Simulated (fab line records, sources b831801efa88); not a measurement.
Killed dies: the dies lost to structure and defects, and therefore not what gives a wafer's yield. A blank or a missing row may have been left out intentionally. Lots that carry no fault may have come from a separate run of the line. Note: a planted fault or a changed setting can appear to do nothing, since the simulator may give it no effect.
Struck lot and sound lot, side by side ; flow sfqLine ; 14 steps out of a route of 325
Sound: the wafers L360.1, L360.2, L360.5. Struck: wafer L368.5 (L368.2, L368.6, from the same lot, were not struck and are left out); the cause is given at the end.
Order at every step that has rows: each side's tool, ch and its chambers, its first start. Under that, the readings that differ: sound wafers ; struck wafers ; difference of the means ; sigmas: that difference in standard deviations of wafers without a fault.
alike: readings whose means differ by less than 2 such deviations, and words and numbers that are the same on both sides. not compared: withheld readings, readings that some wafer has no value for, bounds like >300 that may hide the same value, and numbers for which the record gives no deviation and whose values overlap.
Wherever a step has rows on one side only, a row that says differs or no value, or a row with sigmas, the two part there. When numbers do not overlap yet have no deviation, they are printed without sigmas and do not part them. A reading missing from all wafers of one side parts the sides only when that side holds two or more wafers.

first, 2 steps without rows for these wafers: SFQ_TRILAYER_I3_VIA_STRIP_SOLV_CLEAN_090 (cleans in NMP, time 600 s); SFQ_TRILAYER_M4_DEP_PRE_CLEAN_092 (time 22.5 s).
SFQ_TRILAYER_M4_DEP_SPUTTER_091: material Nb, target thk 200 nm, time 133.3 s.
  struck on pvdSputter-06, day 41 02:22; sound on pvdSputter-06, day 31 15:37
  alike: throttleValvePct
SFQ_M4_RS_MEAS_924: measurement is done with a four-point probe.
  struck on filmMetro-01, day 41 02:28; sound on filmMetro-04, day 31 15:42
  alike: M4_NB_RS
then, 6 steps without rows for these wafers: SFQ_TRILAYER_M4_LITHO_COAT_098 (resist thk 62 nm); SFQ_TRILAYER_M4_LITHO_COAT_093 (resist thk 600 nm); SFQ_TRILAYER_M4_LITHO_SOFTBAKE_097; SFQ_TRILAYER_M4_LITHO_EXPOSE_094 (exposes mask M4, target cd 500 nm); SFQ_TRILAYER_M4_LITHO_PEB_096 (peb time 60 s); SFQ_TRILAYER_M4_LITHO_DEVELOP_095 (time 60 s).
-- the record jumps here: 6 days lie between the struck wafers' starts before and after --
SFQ_M4_OVL_MEAS_926:
  struck on overlay-02, day 47 10:17; sound on overlay-02, day 37 00:14
  alike: M4_OVL
SFQ_TRILAYER_M4_BARC_OPEN_METAL_ETCH_123: etches BARC in O2, target depth 125 nm, time 41.7 s.
  sound on rieMetal-04 ch 0,1, day 37 00:16; struck on rieMetal-04 ch 0, day 47 10:19
reading;sound;struck;difference;sigmas
oesProductAu (a.u.);0.684 0.694 0.697;0.674;-0.018;-4
rfFwdPowerW (W);594.1 595.1 598.3;690.5;+94.7;+36
model.KrF_of_TRILAYER_M4_LITHO_COAT_093.thkNm (nm);521.6 521.3 520.2;518.3;-2.7;
  alike: drypumpMotorCurrentA
  not compared: rfHoursCounterH
SFQ_TRILAYER_M4_ETCH_METAL_ETCH_096: etches Nb in Cl2/Ar, stops on SiO2, target depth 240 nm, time 120 s.
  sound on rieMetal-04 ch 0,1, day 37 00:19; struck on rieMetal-04 ch 0, day 47 10:23
reading;sound;struck;difference;sigmas
model.KrF_of_TRILAYER_M4_LITHO_COAT_093.thkNm (nm);383.7 377.8 376.7;374.7;-4.7;
  alike: drypumpMotorCurrentA, oesProductAu, rfFwdPowerW
  not compared: rfHoursCounterH
SFQ_TRILAYER_M4_STRIP_STRIP_097: strips in O2.
  sound on rieMetal-04 ch 0,1, day 37 00:27; struck on rieMetal-04 ch 0, day 47 10:30
  alike: drypumpMotorCurrentA, oesProductAu
  not compared: rfHoursCounterH

== WHERE THEY PART ==
Within this record, at SFQ_TRILAYER_M4_BARC_OPEN_METAL_ETCH_123 only. Later steps at which nothing parts them and some readings are alike: SFQ_TRILAYER_M4_ETCH_METAL_ETCH_096, SFQ_TRILAYER_M4_STRIP_STRIP_097.

WHY: whatever the simulator had introduced
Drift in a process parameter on rieMetal-04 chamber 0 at SFQ_TRILAYER_M4_BARC_OPEN_METAL_ETCH_123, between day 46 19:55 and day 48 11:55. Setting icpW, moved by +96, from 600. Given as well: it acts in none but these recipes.
